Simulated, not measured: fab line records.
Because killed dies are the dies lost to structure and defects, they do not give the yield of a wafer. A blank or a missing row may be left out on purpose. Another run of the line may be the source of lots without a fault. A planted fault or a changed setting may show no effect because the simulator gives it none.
Chamber matching ; flow gf180mcu ; 4 sister chambers for GF_STI_ETCH_14 on rie_si-01
The step etches Si in HBr/Cl2/O2, target depth 360 nm, time 102.9 s. 18 wafers are shown with their chamber, then 9 later ones without.

== EACH WAFER AND ITS CHAMBER ==
wafer;chamber;drypump_motor_current_A (A);bias_w (W);oes_product_au (a.u.)
L340.1;3;6.0;149.9;0.996
L340.3;1;5.6;149.7;0.993
L340.4;0;6.0;150.0;0.982
L349.2;0;6.0;149.5;0.985
L349.4;1;5.6;150.0;0.999
L349.5;1;5.6;149.5;0.995
L350.4;0;6.0;149.9;0.984
L350.5;3;6.0;150.0;0.996
L350.6;2;5.5;150.4;0.992
L351.3;3;6.0;149.9;0.993
L351.4;2;5.5;150.5;0.994
L351.6;1;5.6;150.0;0.997
L353.2;3;6.0;150.0;0.998
L353.3;1;5.6;150.2;1.005
L353.4;0;6.0;150.6;0.995
L357.2;2;5.5;150.6;0.998
L357.4;1;5.6;149.5;0.992
L357.5;2;5.4;150.6;0.990

SIGNATURES, as means of the wafers listed above
reading;chamber 0;chamber 1;chamber 2;chamber 3;scatter within a chamber
drypump_motor_current_A;6.000;5.600;5.475;6.000;0.0231
bias_w;150.000;149.817;150.525;149.950;0.278
oes_product_au;0.98650;0.99683;0.99350;0.99575;0.00432
Rule: for a wafer and a chamber, the distance is found by dividing, reading by reading, the gap between the wafer's reading and the chamber's mean by the reading's scatter, squaring, summing and taking the root. The wafer belongs to the nearest chamber; if the next one is less than 2 further off, it can't be placed. The scatter: the root of (the sum of the squares of (reading less its chamber's mean) over the shown wafers, divided by (wafers less chambers)).

== WAFERS WITHOUT THEIR CHAMBER ==
wafer;drypump_motor_current_A (A);bias_w (W);oes_product_au (a.u.)
L361.4;6.1;149.7;0.996
L361.5;6.1;149.5;0.999
L361.6;5.4;150.0;0.996
L362.4;6.0;149.3;1.004
L362.5;6.0;149.9;1.012
L362.6;6.0;150.0;0.986
L363.2;6.0;150.5;0.990
L363.3;5.5;150.7;0.995
L363.4;6.0;150.6;1.009

== EACH ONE'S CHAMBER ==
wafer;from the rows above;in truth
L361.4;can't be placed: 3 or 0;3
L361.5;can't be placed: 3 or 0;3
L361.6;2;2
L362.4;can't be placed: 3 or 0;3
L362.5;3;3
L362.6;0;0
L363.2;can't be placed: 0 or 3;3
L363.3;2;2
L363.4;can't be placed: 3 or 0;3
Correct placement for 4 of the 9. From these rows, 5 cannot be placed; in 5 the true chamber is one of the candidates. 0 placed wrongly.
